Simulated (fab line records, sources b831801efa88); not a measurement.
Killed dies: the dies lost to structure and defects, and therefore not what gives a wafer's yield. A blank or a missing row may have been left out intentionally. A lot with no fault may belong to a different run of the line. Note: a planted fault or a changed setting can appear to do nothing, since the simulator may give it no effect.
A lot that was struck, set against a sound lot + flow sky130 + 16 steps out of a route of 708
Sound: the wafers L281.2, L281.4, L281.6. Struck: wafer L280.3. (L280.2 of the same lot was not struck and is left out.) The cause comes at the end.
Each step with rows lists, per side, the tool, then ch with its chambers, then its first start. Under that, the readings that differ: sound wafers + struck wafers + difference of the means + sigmas: that difference in standard deviations of wafers without a fault.
alike: readings with means less than 2 such deviations apart, plus words and numbers identical on both sides. not compared: withheld readings, readings lacking a value on some wafer, bounds such as >300 that could conceal the same value, and numbers that have no deviation in the record and whose values overlap.
A row with sigmas, a row that says differs or no value, or rows on one side alone: a step with any of these is where the two part. Numbers that don't overlap but have no deviation are shown without sigmas and don't part them. A reading missing from all wafers of one side parts the sides only when that side holds two or more wafers.

SKY_SD_N_OVL_MEAS_08:
  struck on overlay-01, day 32 03:21; sound on overlay-02, day 32 00:23
  alike: SD_N_OVL
then, 2 steps without rows for these wafers: SKY_SD_N_IMPLANT_09; SKY_SD_N_IMPLANT_10.
SKY_SD_N_STRIP_11: strips in O2/N2.
  sound on plasma_asher-04 ch 0,1, day 32 00:43; struck on plasma_asher-04 ch 1, day 32 03:41
| reading                      | sound             | struck | difference | sigmas |
|------------------------------|-------------------|--------|------------|--------|
| strip_time_to_endpoint_s (s) | 22.48 22.47 22.46 | 22.59  | +0.12      | +3     |
  alike: drypump_motor_current_A, oes_product_au
  not compared: rf_hours_counter_h
SKY_SD_N_TW_MEAS_12:
  struck on film_metro-01, day 32 03:47; sound on film_metro-01, day 32 00:49
  alike: SD_N_TW
then, 1 step without rows for these wafers: SKY_SD_N_CLEAN_13 (cleans in SC1/SC2, time 150 s).
SKY_SD_N_RTA_14: time 2 s.
  sound on rtp_anneal-01 ch 0, day 32 00:56; struck on rtp_anneal-02 ch 0, day 32 03:54
  alike: lamp_power_pct, ramp_up_c_per_s, wafer_temp_C_max
SKY_SD_N_RS_MEAS_16: a four-point-probe measurement.
  struck on film_metro-04, day 32 04:05; sound on film_metro-04, day 32 01:07
  alike: SD_N_RS
SKY_SD_N_RS_MEAS_17: a four-point-probe measurement.
  struck on film_metro-04, day 32 04:13; sound on film_metro-04, day 32 01:14
  alike: SD_P_RS
SKY_SD_N_RS_MEAS_18: a four-point-probe measurement.
  struck on film_metro-04, day 32 04:20; sound on film_metro-04, day 32 01:21
  alike: RES_XHIGH_RS
then, 1 step without rows for these wafers: SKY_SALICIDE_CLEAN_00 (cleans in HF-last, time 30 s).
SKY_LI_CONTACT_HDPCVD_00: deposits PSG, target thk 930 nm, time 155 s.
  sound on hdpcvd-01 ch 0,2, day 32 01:28; struck on hdpcvd-02 ch 0, day 32 04:26
| reading                                       | sound             | struck | difference | sigmas |
|-----------------------------------------------|-------------------|--------|------------|--------|
| model.PSG_of_LI_CONTACT_HDPCVD_00.thk_nm (nm) | 906.7 911.8 912.6 | 1604   | +694       |        |
  alike: susceptor_temp_C
SKY_LI_CONTACT_THK_MEAS_01:
  struck on film_metro-02, day 32 04:34; sound on film_metro-01, day 32 01:35
| reading                    | sound       | struck | difference | sigmas |
|----------------------------|-------------|--------|------------|--------|
| LI_CONTACT_HDPCVD_THK (nm) | 907 912 912 | 1603   | +693       | +69    |
SKY_LI_CONTACT_CMP_02: polishes PSG.
  sound on cmp-01 ch 2,3, day 32 01:53; struck on cmp-02 ch 2, day 32 04:46
| reading                | sound    | struck | difference | sigmas |
|------------------------|----------|--------|------------|--------|
| time_to_endpoint_s (s) | 24 27 28 | 96     | +70        | +17    |
  alike: motor_current_A
SKY_LI_CONTACT_BOW_MEAS_03:
  struck on film_metro-01, day 32 05:05; sound on film_metro-04, day 32 02:12
  alike: LI_CONTACT_BOW
-- the record jumps here: 17 days lie between the struck wafers' starts before and after (it left off in module LI_CONTACT and takes up again in module PAD_OPEN, whose first step shown is number 708 of the route) --
SKY_PAD_OPEN_PROBE_99:
  struck on prober-01, day 48 23:58; sound on prober-02, day 48 18:37
| reading            | sound    | struck | difference | sigmas |
|--------------------|----------|--------|------------|--------|
| killed_at_contacts | 30 21 35 | 17     | -12        | -2     |
| killed_dies        | 91 93 88 | 61     | -30        | -3     |
| killed_short       | 44 47 31 | 20     | -21        | -4     |
  alike: killed_at_M0_to_M3, killed_at_M4_up, killed_at_front_end, killed_at_other, killed_open

## WHERE THEY PART
Last at SKY_PAD_OPEN_PROBE_99 as far as this record goes, first at SKY_SD_N_STRIP_11.

WHY: whatever the simulator had introduced
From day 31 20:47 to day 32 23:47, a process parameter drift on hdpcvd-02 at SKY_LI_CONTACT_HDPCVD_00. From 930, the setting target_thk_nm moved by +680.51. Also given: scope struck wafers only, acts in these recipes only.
